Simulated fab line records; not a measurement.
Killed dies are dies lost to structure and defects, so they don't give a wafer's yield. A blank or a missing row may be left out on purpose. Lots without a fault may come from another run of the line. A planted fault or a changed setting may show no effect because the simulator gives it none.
One fault through the eyes of 2 desks	flow sky130	only its own numbers are on each desk; what lay behind them is given at the end

== AT THE METROLOGY DESK ==
What the gauges read for every lot (on any tool): the sampled wafers with a number, averaged. Marked OUT: a lot whose mean sits more than 4 standard deviations from the usual mean, which makes it out of limits; the brackets give that distance.
Columns: A = POLY_CUT_OVL at SKY_POLY_CUT_OVL_MEAS_09, usual -2 nm
lot	first seen here	A
L625	day 25 00:54	-2
L628	day 26 11:17	-5
L630	day 26 17:37	1
L632	day 27 07:34	-9
L634	day 28 10:13	-2
L635	day 28 11:31	4
L636	day 28 20:03	-4
L637	day 29 05:23	-9
L638	day 29 15:02	-2
L645	day 31 21:49	-7
L647	day 32 06:28	-3
L648	day 32 08:01	-1
Result from this desk: across the 12 lots, nothing is out of limits.

== THE TOOL OWNER'S DESK: litho_track-01 ==
At SKY_LI_CONTACT_SOFTBAKE_08 (time 90 s), the tool's own readings, given per lot that ran on this tool as the mean of the sampled wafers with a number. Marked OUT: a lot whose mean sits more than 4 standard deviations from the usual mean, which makes it out of limits; the brackets give that distance.
Columns: A = heater_power_total_W at SKY_LI_CONTACT_SOFTBAKE_08, usual 57.34 W; B = plate_temp_C at SKY_LI_CONTACT_SOFTBAKE_08, usual 100.02 C; C = run_length_s at SKY_LI_CONTACT_SOFTBAKE_08, usual 119.12 s
lot	first seen here	A	B	C
L630	day 31 01:00	57.34	100.02	119.37
L632	day 31 13:00	57.45	99.93	119.30
L635	day 32 17:00	57.30	100.07	119.31
L645	day 35 21:00	57.29	100.01	119.26
L647	day 36 07:00	57.64	99.88	118.01
L648	day 36 08:00	57.85	100.19	116.79 (-7.8) OUT
This desk's verdict: out of limits on L648, starting with L648 at day 36 08:00 (run_length_s at SKY_LI_CONTACT_SOFTBAKE_08). Within limits: L630, L632, L635, L645, L647.

== BROUGHT TOGETHER ==
The tool owner's desk could have raised an alarm at day 36 08:00, on L648.
From the metrology desk's view, nothing was out of limits.
The metrology desk holds a record of L648, inside its limits.
SKY_LI_CONTACT_SOFTBAKE_08 was run on litho_track-01 by each of the lots named.

== WHAT THE SIMULATOR PUT IN ==
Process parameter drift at SKY_LI_CONTACT_SOFTBAKE_08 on litho_track-01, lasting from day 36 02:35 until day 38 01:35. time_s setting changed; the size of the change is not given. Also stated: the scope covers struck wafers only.
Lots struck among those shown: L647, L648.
Time in hours from fault onset to the first out-of-limits reading at each desk: the tool owner's desk, 5.
